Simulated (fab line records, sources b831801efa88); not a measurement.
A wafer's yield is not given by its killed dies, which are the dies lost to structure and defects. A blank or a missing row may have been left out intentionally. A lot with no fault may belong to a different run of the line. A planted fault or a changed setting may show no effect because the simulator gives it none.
fab line records -- flow gf180mcu
record: lots: 12, wafers: 36, last-day: 34
route steps=602 shown DUAL_GATE@143 V1@350 V2@405 M3@426
lots untouched by any fault: they come from a run of this same line in which no faults occurred
start-h: the number of hours between the record's first day and the start of the first shown wafer of the lot -- wait-h: hours since the lot's step before -- " the same as in the row above -- L1.1+2: a row that stands for several wafers -- - no value, or no start given -- * or withheld: withheld -- < > ~ a bound
route shown NAME@n: a module of which the file shows steps, and the number in the route of the first -- usual: mean and standard deviation over wafers with no fault -- same: alike in all rows -- chamber/n: place in a boat -- sites: each site's reading -- _std_site: the standard deviation of these -- _edge_site: outer sites' mean less inner sites' -- radius-mm: for every site, how far away it sits from the centre of the wafer -- mask NAME#n: copy n -- behind: the last tool/chamber to shape the wafer -- hold: cause of the lot's hold/its duration in hours/its outcome -- device: the transistor (n, p or np) that didn't switch -- end of line: the same wafers' tests at the end of the route -- step lacking rows: just its recipe -- killed: dies lost to structure and defects at the first sort, not the wafer's yield -- map: the dies of a wafer, with x for killed, . for not killed, _ for no die there
set.NAME: setting as actually run; set.NAME@STEP: the setting as run at that earlier step -- model.NAME: the simulator's own value behind a step, which no gauge read
steps of the route over a sample of lots; a table a step, a row a wafer
services: from which hour (start-h, from the record's first day; less than 0 if before it) a tool's chamber was out of use, for how many hours, and why
== steps ==
step: GF_DUAL_GATE_OXIDATION_02
recipe: temp-c: 900, ambient: O2, stabilise-s: 600, purge-s: 300, target-thk-a: 108.87, ox-time-s: 1602
usual: spike-tc-bottom-C: 917.6/1.1, spike-tc-centre-C: 900.5/1.2, spike-tc-lower-C: 901.3/1.3, spike-tc-top-C: 913.2/1.8, spike-tc-upper-C: 900.1/1.1, tube-center-temp-C: 900.01/0.089, tube_center_temp_C_max: 902.4/0.35, zone-power-centre-pct: 18.8/0.6
lot.wafer,tool,chamber,start-h,wait-h,spike-tc-bottom-C,spike-tc-centre-C,spike-tc-lower-C,spike-tc-top-C,spike-tc-upper-C,tube-center-temp-C,tube_center_temp_C_max,zone-power-centre-pct
L725.3,furnace-02,0,167.76,3.5,916.9,898.2,901.0,910.9,899.6,900.11,902.6,19.3
L725.5,furnace-02,0,167.76,3.5,917.1,899.7,900.0,913.3,899.8,899.96,902.0,19.2
L725.6,furnace-02,0,167.76,3.5,917.6,901.1,900.0,912.7,900.2,899.85,902.5,19.5
L726.2,furnace-01,0,170.06,1.4,918.3,900.5,902.1,914.1,900.6,899.94,902.0,18.0
L726.3,furnace-01,0,170.06,1.4,917.5,900.2,901.8,914.8,899.8,899.97,902.0,18.3
L726.4,furnace-01,0,170.06,1.4,917.1,901.0,901.2,913.6,900.0,900.16,902.8,18.3
L728.2,furnace-01,0,181.78,0.0,917.6,900.8,903.6,915.5,900.3,900.03,902.0,18.6
L728.3,furnace-01,0,181.78,0.0,918.8,900.1,901.3,914.6,898.7,899.99,901.8,18.4
L728.6,furnace-01,0,181.78,0.0,919.3,901.6,902.7,913.9,900.9,900.04,902.2,18.0
L729.1,furnace-01,0,187.06,0.0,916.6,903.7,904.2,915.3,899.6,900.14,902.4,18.1
L729.3,furnace-01,0,187.06,0.0,916.2,901.0,902.1,912.7,899.8,900,902.3,18.3
L729.4,furnace-01,0,187.06,0.0,917.6,899.8,902.2,914.8,901.8,900.1,902.5,18.4
L732.2,furnace-01,0,207.64,0.3,918.1,901.6,900.7,913.4,900.0,899.92,902.0,18.8
L732.3,furnace-01,0,207.64,0.3,918.6,900.3,901.5,914.7,902.3,900.15,902.3,18.3
L732.6,furnace-01,0,207.64,0.3,920.4,901.3,903.8,915.2,901.9,900.02,901.9,18.4
L739.2,furnace-01,0,256.51,0.5,917.1,900.1,900.3,915.6,899.7,900.14,902.8,18.3
L739.3,furnace-01,0,256.51,0.5,919.0,902.4,901.6,914.8,899.8,899.98,903.0,18.6
L739.6,furnace-01,0,256.51,0.5,916.3,899.8,902.2,912.6,898.2,899.83,902.5,18.4
L740.1,furnace-02,0,268.07,0.1,916.7,900.2,902.5,911.5,900.1,900.02,902.2,19.7
L740.4,furnace-02,0,268.07,0.1,919.2,899.8,900.4,910.4,898.9,899.84,902.7,19.7
L740.5,furnace-02,0,268.07,0.1,915.7,900.1,900.5,911.1,898.0,900.1,902.3,19.6
L741.1,furnace-01,0,268.99,0.0,885.4,869.7,870.4,881.7,868.2,868.11,870.3,17.3
L741.2,furnace-01,0,268.99,0.0,886.2,868.0,870.1,884.2,870.1,868.03,870.5,16.9
L741.3,furnace-01,0,268.99,0.0,886.5,868.3,868.3,882.5,867.9,868.12,870.8,17.0
L742.1,furnace-01,0,278.24,0.0,884.3,869.4,872.0,884.1,870.1,867.92,869.9,16.7
L742.3,furnace-01,0,278.24,0.0,887.2,868.4,868.3,883.6,867.1,868.08,870.7,17.3
L742.4,furnace-01,0,278.24,0.0,886.8,868.2,869.0,882.7,869.7,867.96,870.7,16.9
L743.1,furnace-02,0,284.97,0.0,918.6,900.5,899.1,910.7,898.8,899.88,902.2,19.0
L743.2,furnace-02,0,284.97,0.0,916.7,897.7,899.9,911.5,899.5,899.97,901.6,19.2
L743.6,furnace-02,0,284.97,0.0,918.1,899.7,902.1,909.9,899.0,900.03,902.5,19.8
L745.1,furnace-02,0,314.91,1.4,919.7,898.6,899.0,911.8,899.6,899.92,902.2,19.3
L745.2,furnace-02,0,314.91,1.4,917.3,899.2,899.7,911.4,898.6,900.11,902.5,19.3
L745.3,furnace-02,0,314.91,1.4,918.6,899.9,900.5,911.6,898.8,899.94,902.5,19.3
L747.1,furnace-02,0,327.91,0.0,916.3,898.7,899.5,909.7,900.2,900.05,902.3,19.6
L747.3,furnace-02,0,327.91,0.0,916.1,899.9,901.7,910.7,897.9,900.07,901.8,19.2
L747.4,furnace-02,0,327.91,0.0,917.8,900.6,901.0,910.5,899.5,899.89,902.3,19.5
step: GF_DUAL_GATE_THK_MEAS_03
recipe: reads: SiO2_of_DUAL_GATE_OXIDATION_02
usual: DUAL_GATE_OXIDATION_00_THK: 10.71/0.23
lot.wafer,tool,chamber,start-h,wait-h,DUAL_GATE_OXIDATION_00_THK[nm]
L725.3,film-metro-02,-,169.22,0.0,11.23
L725.5,film-metro-02,-,169.22,0.0,11.20
L725.6,film-metro-02,-,169.22,0.0,11.16
L726.2,film-metro-02,-,171.51,0.0,10.74
L726.3,film-metro-02,-,171.51,0.0,10.76
L726.4,film-metro-02,-,171.51,0.0,10.81
L728.2,film-metro-01,-,183.23,0.0,10.87
L728.3,film-metro-01,-,183.23,0.0,10.72
L728.6,film-metro-01,-,183.23,0.0,10.78
L729.1,film-metro-01,-,188.50,0.0,10.73
L729.3,film-metro-01,-,188.50,0.0,10.83
L729.4,film-metro-01,-,188.50,0.0,10.86
L732.2,film-metro-01,-,209.10,0.0,10.39
L732.3,film-metro-01,-,209.10,0.0,10.20
L732.6,film-metro-01,-,209.10,0.0,10.16
L739.2,film-metro-03,-,257.97,0.0,10.36
L739.3,film-metro-03,-,257.97,0.0,10.20
L739.6,film-metro-03,-,257.97,0.0,10.47
L740.1,film-metro-02,-,269.51,0.0,10.53
L740.4,film-metro-02,-,269.51,0.0,10.59
L740.5,film-metro-02,-,269.51,0.0,10.53
L741.1,film-metro-03,-,270.43,0.0,7.45
L741.2,film-metro-03,-,270.43,0.0,7.44
L741.3,film-metro-03,-,270.43,0.0,7.45
L742.1,film-metro-01,-,279.68,0.0,7.06
L742.3,film-metro-01,-,279.68,0.0,7.20
L742.4,film-metro-01,-,279.68,0.0,7.11
L743.1,film-metro-02,-,286.41,0.0,10.81
L743.2,film-metro-02,-,286.41,0.0,10.64
L743.6,film-metro-02,-,286.41,0.0,10.82
L745.1,film-metro-02,-,316.36,0.0,10.45
L745.2,film-metro-02,-,316.36,0.0,10.60
L745.3,film-metro-02,-,316.36,0.0,10.56
L747.1,film-metro-03,-,329.36,0.0,10.65
L747.3,film-metro-03,-,329.36,0.0,10.60
L747.4,film-metro-03,-,329.36,0.0,10.66
step: GF_V1_OVL_MEAS_15
usual: V1_OVL: 1/5.6
lot.wafer,tool,chamber,start-h,wait-h,V1_OVL[nm]
L725.3,overlay-02,-,421.50,0.1,4
L725.5,overlay-02,-,421.50,0.1,-3
L725.6,overlay-02,-,421.50,0.1,-1
L726.2,overlay-02,-,427.22,0.1,2
L726.3,overlay-02,-,427.22,0.1,6
L726.4,overlay-02,-,427.22,0.1,-3
L728.2,overlay-02,-,443.97,0.1,0
L728.3,overlay-02,-,443.97,0.1,9
L728.6,overlay-02,-,443.97,0.1,5
L729.1,overlay-01,-,447.29,0.1,0
L729.3,overlay-01,-,447.29,0.1,3
L729.4,overlay-01,-,447.29,0.1,-5
L732.2,overlay-02,-,477.55,0.1,-8
L732.3,overlay-02,-,477.55,0.1,1
L732.6,overlay-02,-,477.55,0.1,-7
L739.2,overlay-01,-,540.09,0.1,0
L739.3,overlay-01,-,540.09,0.1,2
L739.6,overlay-01,-,540.09,0.1,3
L740.1,overlay-01,-,553.84,0.1,-8
L740.4,overlay-01,-,553.84,0.1,-7
L740.5,overlay-01,-,553.84,0.1,-2
L741.1,overlay-02,-,556.04,0.1,5
L741.2,overlay-02,-,556.04,0.1,4
L741.3,overlay-02,-,556.04,0.1,5
L742.1,overlay-02,-,564.32,0.1,5
L742.3,overlay-02,-,564.32,0.1,1
L742.4,overlay-02,-,564.32,0.1,7
L743.1,overlay-02,-,571.84,0.1,4
L743.2,overlay-02,-,571.84,0.1,7
L743.6,overlay-02,-,571.84,0.1,7
L745.1,overlay-01,-,604.58,0.1,9
L745.2,overlay-01,-,604.58,0.1,14
L745.3,overlay-01,-,604.58,0.1,15
L747.1,overlay-02,-,618.84,0.1,-9
L747.3,overlay-02,-,618.84,0.1,-10
L747.4,overlay-02,-,618.84,0.1,-11
step: GF_V2_CVD_23
recipe: material: W, target-thk-nm: 350, time-s: 104.94, temp-c: 400, pressure-torr: 40
usual: heater-power-w: 842/54, susceptor-temp-C: 400.01/0.21
lot.wafer,tool,chamber,start-h,wait-h,heater-power-w,susceptor-temp-C
L725.3,cvd-w-01,0,473.55,0.1,795,399.99
L725.5,cvd-w-01,0,473.55,0.1,800,399.37
L725.6,cvd-w-01,1,473.55,0.1,934,399.76
L726.2,cvd-w-02,0,480.62,0.1,797,399.94
L726.3,cvd-w-02,0,480.62,0.1,794,399.99
L726.4,cvd-w-02,0,480.62,0.1,788,399.95
L728.2,cvd-w-01,1,496.48,0.0,916,399.58
L728.3,cvd-w-01,0,496.48,0.0,798,399.78
L728.6,cvd-w-01,0,496.48,0.0,791,399.60
L729.1,cvd-w-01,0,499.65,0.0,796,400.08
L729.3,cvd-w-01,0,499.65,0.0,777,400.21
L729.4,cvd-w-01,1,499.65,0.0,930,400.35
L732.2,cvd-w-01,1,528.88,0.0,920,399.75
L732.3,cvd-w-01,0,528.88,0.0,795,399.67
L732.6,cvd-w-01,1,528.88,0.0,920,399.99
L739.2,cvd-w-02,1,588.07,0.1,827,399.73
L739.3,cvd-w-02,1,588.07,0.1,818,400.28
L739.6,cvd-w-02,1,588.07,0.1,790,400.03
L740.1,cvd-w-02,0,601.32,0.0,796,400.25
L740.4,cvd-w-02,1,601.32,0.0,858,400.44
L740.5,cvd-w-02,1,601.32,0.0,826,400.23
L741.1,cvd-w-01,1,602.88,0.0,926,399.95
L741.2,cvd-w-01,0,602.88,0.0,816,400.03
L741.3,cvd-w-01,1,602.88,0.0,908,399.87
L742.1,cvd-w-02,1,610.46,0.0,822,400.09
L742.3,cvd-w-02,1,610.46,0.0,825,400.26
L742.4,cvd-w-02,1,610.46,0.0,845,399.84
L743.1,cvd-w-01,1,617.66,0.0,933,400.20
L743.2,cvd-w-01,0,617.66,0.0,812,400.10
L743.6,cvd-w-01,0,617.66,0.0,818,400.31
L745.1,cvd-w-01,0,649.71,0.0,805,400.29
L745.2,cvd-w-01,1,649.71,0.0,924,400.25
L745.3,cvd-w-01,1,649.71,0.0,920,400.18
L747.1,cvd-w-02,0,662.77,0.0,812,400.08
L747.3,cvd-w-02,1,662.77,0.0,832,399.80
L747.4,cvd-w-02,0,662.77,0.0,806,400.25
step: GF_M3_STRIP_17
recipe: chemistry: O2/N2, power-w: 1400, pressure-mtorr: 1500, platen-temp-c: 250, o2-flow-sccm: 3000, n2-flow-sccm: 300, overash-fraction: 0.5
usual: drypump-motor-current-A: 5.7/0.36, heater-power-w: 341/31, oes-product-au: 0.537/0.0051, strip-time-to-endpoint-s: 7.37/0.036
lot.wafer,tool,chamber,start-h,wait-h,drypump-motor-current-A,heater-power-w,oes-product-au,rf-hours-counter-h,strip-time-to-endpoint-s
L725.3,plasma-asher-02,0,498.87,0.1,5.8,380,0.534,-,7.34
L725.5,plasma-asher-02,1,498.87,0.1,5.5,352,0.535,-,7.37
L725.6,plasma-asher-02,0,498.87,0.1,5.8,366,0.524,-,7.34
L726.2,plasma-asher-04,0,506.07,0.2,5.6,349,0.536,88,7.38
L726.3,plasma-asher-04,1,506.07,0.2,6.2,286,0.546,-,7.40
L726.4,plasma-asher-04,0,506.07,0.2,5.6,350,0.541,-,7.44
L728.2,plasma-asher-04,0,521.05,0.1,5.6,345,0.527,89,7.40
L728.3,plasma-asher-04,1,521.05,0.1,6.2,282,0.539,-,7.39
L728.6,plasma-asher-04,1,521.05,0.1,6.2,290,0.543,-,7.36
L729.1,plasma-asher-02,1,524.19,0.1,5.5,359,0.542,9,7.42
L729.3,plasma-asher-02,1,524.19,0.1,5.5,363,0.540,-,7.43
L729.4,plasma-asher-02,0,524.19,0.1,5.8,377,0.540,-,7.41
L732.2,plasma-asher-02,1,552.45,0.1,5.5,371,0.542,12,7.40
L732.3,plasma-asher-02,0,552.45,0.1,5.8,383,0.544,-,7.39
L732.6,plasma-asher-02,1,552.45,0.1,5.5,365,0.537,-,7.38
L739.2,plasma-asher-02,0,610.40,0.1,5.8,372,0.541,19,7.43
L739.3,plasma-asher-02,1,610.40,0.1,5.5,357,0.539,-,7.39
L739.6,plasma-asher-02,0,610.40,0.1,5.8,370,0.541,-,7.39
L740.1,plasma-asher-04,1,623.59,0.1,6.3,293,0.537,101,7.34
L740.4,plasma-asher-04,1,623.59,0.1,6.2,278,0.526,-,7.38
L740.5,plasma-asher-04,1,623.59,0.1,6.2,282,0.530,-,7.37
L741.1,plasma-asher-04,1,624.70,0.1,6.2,292,0.532,101,7.36
L741.2,plasma-asher-04,0,624.70,0.1,5.6,346,0.542,101,7.39
L741.3,plasma-asher-04,0,624.70,0.1,5.6,345,0.534,-,7.33
L742.1,plasma-asher-01,1,632.29,0.1,5.0,346,0.537,88,7.36
L742.3,plasma-asher-01,0,632.29,0.1,5.6,305,0.538,-,7.38
L742.4,plasma-asher-01,1,632.29,0.1,5.0,350,0.537,-,7.36
L743.1,plasma-asher-02,0,638.98,0.1,5.8,369,0.546,21,7.33
L743.2,plasma-asher-02,1,638.98,0.1,5.5,367,0.533,21,7.29
L743.6,plasma-asher-02,0,638.98,0.1,5.8,370,0.532,-,7.33
L745.1,plasma-asher-04,0,670.19,0.1,5.6,356,0.536,106,7.34
L745.2,plasma-asher-04,1,670.19,0.1,6.2,286,0.529,106,7.34
L745.3,plasma-asher-04,1,670.19,0.1,6.2,284,0.535,-,7.37
L747.1,plasma-asher-01,0,682.69,0.1,5.6,311,0.537,93,7.35
L747.3,plasma-asher-01,1,682.69,0.1,5.0,334,0.528,-,7.32
L747.4,plasma-asher-01,0,682.69,0.1,5.6,312,0.535,-,7.32
== services ==
tool,chamber,start-h,hours,kind
furnace-02,-,161.66,4.7,pm
furnace-01,-,166.59,2.3,pm
furnace-01,-,221.51,4.0,pm
cvd-w-01,0,245.41,11.5,repair
cvd-w-02,-,247.53,6.0,pm
cvd-w-01,-,295.85,6.9,pm
furnace-02,-,300.81,7.8,repair
cvd-w-01,-,305.75,4.7,repair
furnace-02,-,308.62,3.4,pm
cvd-w-02,-,369.07,6.9,pm
cvd-w-02,-,390.00,14.0,pm
furnace-02,-,390.84,4.3,pm
plasma-asher-02,-,421.25,9.0,pm
cvd-w-02,-,421.42,14.6,pm
cvd-w-02,1,439.80,10.9,repair
plasma-asher-02,-,443.42,1.0,repair
cvd-w-01,-,476.86,0.6,repair
furnace-01,-,482.39,3.4,pm
furnace-01,-,502.91,4.1,pm
furnace-01,-,563.82,10.2,pm
cvd-w-01,1,573.43,3.4,repair
furnace-01,-,624.81,7.0,pm
furnace-01,-,650.92,3.9,pm
cvd-w-01,-,680.14,1.2,repair
== key ==
first-sign: step: GF_DUAL_GATE_OXIDATION_02, reading: tube-center-temp-C, direction: down, sigmas: 99+, usual: *, struck: *
effect: step: GF_DUAL_GATE_OXIDATION_02, reading: tube_center_temp_C_max, direction: down, sigmas: 90, usual: *, struck: *
effect: step: GF_DUAL_GATE_THK_MEAS_03, reading: DUAL_GATE_OXIDATION_00_THK, direction: down, sigmas: 15, usual: 10.71, struck: 7.28
met-at GF_DUAL_GATE_OXIDATION_02
struck-lots L741,L742
tester-left-out L741,L742
not-acting-at GF_V1_OVL_MEAS_15,GF_V2_CVD_23,GF_M3_STRIP_17
onset-between 256.51 268.99
fault: kind: process-parameter-drift, tool: furnace-01, chamber: -, onset-h: 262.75, steps: GF_DUAL_GATE_OXIDATION_02, channel: temp-c, offset: *, shape: step, end-h: 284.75, acts-in: *, stated: *
tester-left-out: of these lots the tester's yield and bins aren't shown, on N5 and GAA mostly nor the transistor test; their killed dies are dies lost to structure and defects alone, not to doping, threshold or leakage, so they don't give the yield
